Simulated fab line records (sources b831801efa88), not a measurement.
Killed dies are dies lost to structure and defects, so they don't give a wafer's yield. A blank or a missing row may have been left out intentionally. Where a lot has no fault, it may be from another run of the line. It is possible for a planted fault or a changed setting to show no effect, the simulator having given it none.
Comparing a struck lot with a sound one | flow sky130 | 34 steps out of a route of 708
Sound: wafers L177.4, L177.5, L177.6. Struck: wafers L189.1, L189.5, L189.6. At the end, the cause is stated.
Order at every step that has rows: each side's tool, ch and its chambers, its first start. Under that, the readings that differ: sound wafers | struck wafers | difference of the means | sigmas: that difference in standard deviations of wafers without a fault.
alike: words and numbers the same on both sides, and readings whose means are apart by under 2 such deviations; not compared: readings that were withheld, readings missing a value for some wafer, numbers with overlapping values and no deviation given by the record, and bounds like >300 which may hide the same value.
A row with sigmas, a row that says differs or no value, or rows on one side alone: a step with any of these is where the two part. Numbers that don't overlap but have no deviation are shown without sigmas and don't part them. Lack of a reading on every wafer of one side parts them only where that side has two or more wafers.

first, 7 steps without rows for these wafers: SKY_SONOS_TUNNEL_DEVELOP_06 (develop time 60 s); SKY_SONOS_TUNNEL_IMPLANT_09; SKY_SONOS_TUNNEL_WET_ETCH_10 (etches SiO2 in dHF, target depth 14 nm, time 280 s); SKY_SONOS_TUNNEL_STRIP_11 (strips in SPM, time 600 s); SKY_SONOS_TUNNEL_CLEAN_13 (cleans in dHF, time 20 s); SKY_SONOS_ONO_OXIDATION_00 (stabilise 600 s, purge 300 s, target thk 2.6 nm); SKY_SONOS_ONO_CVD_02 (deposits Si3N4 from DCS/NH3, target thk 10.5 nm, time 180 s).
SKY_SONOS_ONO_CVD_04: deposits SiO2 from SiH4/N2O, target thk 5.7199 nm.
  sound on lpcvd-03 ch 0, day 12 21:34; struck on lpcvd-03 ch 0, day 16 23:31
reading                                   | sound             | struck            | difference | sigmas
model.SiO2_of_SONOS_ONO_CVD_04.thkNm (nm) | 5.569 5.636 5.613 | 6.785 6.667 6.761 | +1.132     | 
  alike: spikeTcUpperC, zonePowerTopPct
SKY_SONOS_ONO_THK_MEAS_05:
  sound: filmMetro-01 at day 12 22:51; struck: filmMetro-04 at day 17 00:46
reading                   | sound          | struck         | difference | sigmas
SONOS_ONO_CVD_04_THK (nm) | 5.56 5.65 5.64 | 6.73 6.68 6.72 | +1.09      | +8
then, 23 steps without rows for these wafers: SKY_SONOS_ONO_DEHYDRATE_06 (time 60 s); SKY_SONOS_ONO_HMDS_07 (prime time 60 s); SKY_SONOS_ONO_COAT_08 (resist thk 1140 nm); SKY_SONOS_ONO_SOFTBAKE_09 (time 60 s); SKY_SONOS_ONO_EXPOSE_10 (exposes mask ONOM, target cd 410 nm); SKY_SONOS_ONO_PEB_11; SKY_SONOS_ONO_DEVELOP_12 (develop time 60 s); SKY_SONOS_ONO_ETCH_15 (etches the open film in CHF3/O2, target depth 19.52 nm, time 7.8 s); SKY_SONOS_ONO_WET_ETCH_16 (etches SiO2 in dHF, target depth 14 nm, time 280 s); SKY_SONOS_ONO_STRIP_17 (strips in O2/N2); SKY_SONOS_ONO_WET_ETCH_18 (etches Si3N4 in H3PO4, target depth 15 nm, time 172 s); SKY_GATE_OXIDE_CLEAN_00 (cleans in SC1/SC2, time 150 s); SKY_GATE_OXIDE_OXIDATION_01 (stabilise 600 s, purge 300 s, target thk 10.268 nm); SKY_GATE_OXIDE_DEHYDRATE_03 (time 60 s); SKY_GATE_OXIDE_HMDS_04 (prime time 60 s); SKY_GATE_OXIDE_COAT_05 (resist thk 1162 nm); SKY_GATE_OXIDE_SOFTBAKE_06 (time 60 s); SKY_GATE_OXIDE_EXPOSE_07 (exposes mask LVOM, target cd 600 nm); SKY_GATE_OXIDE_PEB_08; SKY_GATE_OXIDE_DEVELOP_09 (develop time 60 s); SKY_GATE_OXIDE_IMPLANT_11; SKY_GATE_OXIDE_WET_ETCH_12 (etches SiO2 in dHF, target depth 16.8 nm, time 336 s); SKY_GATE_OXIDE_STRIP_13 (strips in O2/N2).
-- the record jumps here: 3 days lie between the struck wafers' starts before and after --
SKY_GATE_OXIDE_CLEAN_15: cleans in SC1/SC2, time 150 s.
  sound on wetBench-03 ch 2, day 15 04:50; struck on wetBench-04 ch 1, day 19 14:18
reading                                   | sound            | struck            | difference | sigmas
bathGuardTempC (C)                        | 68.8 68.7 68.7   | 70.9 71.2 70.7    | +2.2       | +3
model.SiO2_of_SONOS_ONO_CVD_04.thkNm (nm) | 4.027 4.092 4.07 | 5.267 5.155 5.245 | +1.159     | 
-- here the record skips 30 days between the struck wafers' starts before and after, leaving off in module GATE_OXIDE and picking up in module PAD_OPEN (first step shown: number 708 of the route) --
SKY_PAD_OPEN_PROBE_99:
  sound: prober-02 at day 46 20:06; struck: prober-02 at day 49 17:16
reading                                 | sound                | struck               | difference | sigmas
model.etest.sonosErased.driveUaUm       | 192.9 206.6 162.8    | 129.6 123 133.7      | -58.7      | 
model.etest.sonosUncharged.rOnOhmUm     | 811.5 825.1 826.5    | 841.6 852 830.5      | +20.3      | 
model.etest.sonosProgrammed.offLog10AUm | -13.98 -14.04 -14.04 | -12.26 -12.74 -11.66 | +1.80      | 
model.etest.capOno.gateLog10ACm2        | -7.901 -8.007 -7.943 | -9.319 -9.168 -9.391 | -1.342     | 
model.etest.capOno.gateBvV (V)          | 16.41 16.49 16.95    | 17.66 17.58 17.85    | +1.08      | 
model.etest.capOno.toxAccNm (nm)        | 12.86 12.95 12.87    | 14.01 13.98 14.01    | +1.11      | 
model.etest.sonosProgrammed.vtV (V)     | 1.501 1.54 1.488     | 0.8654 0.8866 0.8029 | -0.6580    | 
model.etest.sonosErased.vtV (V)         | -2.305 -2.293 -2.259 | -1.701 -1.723 -1.7   | +0.578     | 
  alike: killed_at_M0_to_M3, killed_at_M4_up, killedAtContacts, killedAtFrontEnd, killedAtOther, killedDies, killedOpen, killedShort

== WHERE THEY PART ==
At SKY_SONOS_ONO_THK_MEAS_05 first; at SKY_GATE_OXIDE_CLEAN_15 last (within this record only). Later steps at which nothing parts them and some readings are alike: SKY_PAD_OPEN_PROBE_99.

WHY: what the simulator had put in
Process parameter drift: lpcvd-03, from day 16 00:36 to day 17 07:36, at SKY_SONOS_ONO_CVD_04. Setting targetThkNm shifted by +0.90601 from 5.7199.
